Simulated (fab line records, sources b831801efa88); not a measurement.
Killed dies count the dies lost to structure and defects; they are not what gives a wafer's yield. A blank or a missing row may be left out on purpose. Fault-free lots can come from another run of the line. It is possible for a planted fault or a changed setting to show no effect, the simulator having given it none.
2 desks, one fault -- flow sky130 -- every desk sees just its own numbers, and what lay behind them comes last

== FROM THE METROLOGY DESK ==
Means of the sampled wafers that have a number, per lot and without regard to the tool the lot ran on: this is what the gauges read. A lot is out of limits, marked OUT, if its mean lies more than 4 standard deviations from the usual mean; the brackets give that distance.
Columns: A = CAPM_TIN_RS at SKY_CAPM_RS_MEAS_03, usual 6.92 ohm/sq; B = CAPM_TIN_THK at SKY_CAPM_THK_MEAS_04, usual 197.5 nm; C = VIA3_OVL at SKY_VIA3_OVL_MEAS_13, usual -4 nm
lot,first seen here,A,B,C
L979,day 36 19:03,6.95,197.1,-6
L980,day 36 23:11,6.95,197.7,-3
L981,day 37 06:23,6.90,198.3,-3
L983,day 38 01:39,6.89,198.5,-11
L987,day 40 02:29,6.85,199.9,-8
L988,day 40 10:40,7.01,195.6,-9
L989,day 40 20:13,7.07,193.5,3
L992,day 41 05:47,6.89,197.4,-3
L994,day 41 15:19,6.48 (-6.7) OUT,210.4 (+6.8) OUT,-7
L996,day 42 12:22,6.59 (-5.0) OUT,206.3 (+4.6) OUT,-3
L100,day 43 01:32,6.95,195.5,1
This desk's finding: out of limits on L994, L996; first on L994, day 41 15:19 (CAPM_TIN_RS at SKY_CAPM_RS_MEAS_03). In limits: L979, L980, L981, L983, L987, L988, L989, L992, L100.

== THE TOOL OWNER'S DESK: pvdSputter-03 ==
The tool's own readings at SKY_CAPM_SPUTTER_02 (material TiN, target thk 200 nm, time 166.7 s): means of the sampled wafers that have a number, for each lot that ran on this tool. A lot is out of limits, marked OUT, if its mean lies more than 4 standard deviations from the usual mean; the brackets give that distance.
Columns: A = chamberPressurePa at SKY_CAPM_SPUTTER_02, usual 0.4000 Pa; B = throttleValvePct at SKY_CAPM_SPUTTER_02, usual 29.7 %
lot,first seen here,A,B
L981,day 37 06:17,0.4004,29.5
L983,day 38 01:31,0.3997,29.7
L987,day 40 02:22,0.4003,29.7
L988,day 40 10:32,0.4010,29.5
L989,day 40 20:04,0.3996,29.9
L992,day 41 05:40,0.3987,29.8
L994,day 41 15:12,0.3995,29.6
L996,day 42 12:15,0.4004,29.1
Finding of this desk: none of the 8 lots has anything out of limits.

== TAKEN TOGETHER ==
An alarm was possible from the metrology desk at day 41 15:19, on L994, L996.
The desk of the tool owner found nothing out of limits.
Tool owner's desk: L994, L996 on record, inside its limits.
All the named lots went through SKY_CAPM_SPUTTER_02 on pvdSputter-03.

== WHAT WAS PUT IN BY THE SIMULATOR ==
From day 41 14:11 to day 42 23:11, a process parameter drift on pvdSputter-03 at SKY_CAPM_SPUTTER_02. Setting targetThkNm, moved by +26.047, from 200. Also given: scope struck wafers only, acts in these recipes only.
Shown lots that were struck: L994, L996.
Hours from the fault's start to each desk's first reading out of limits: the metrology desk, 1.
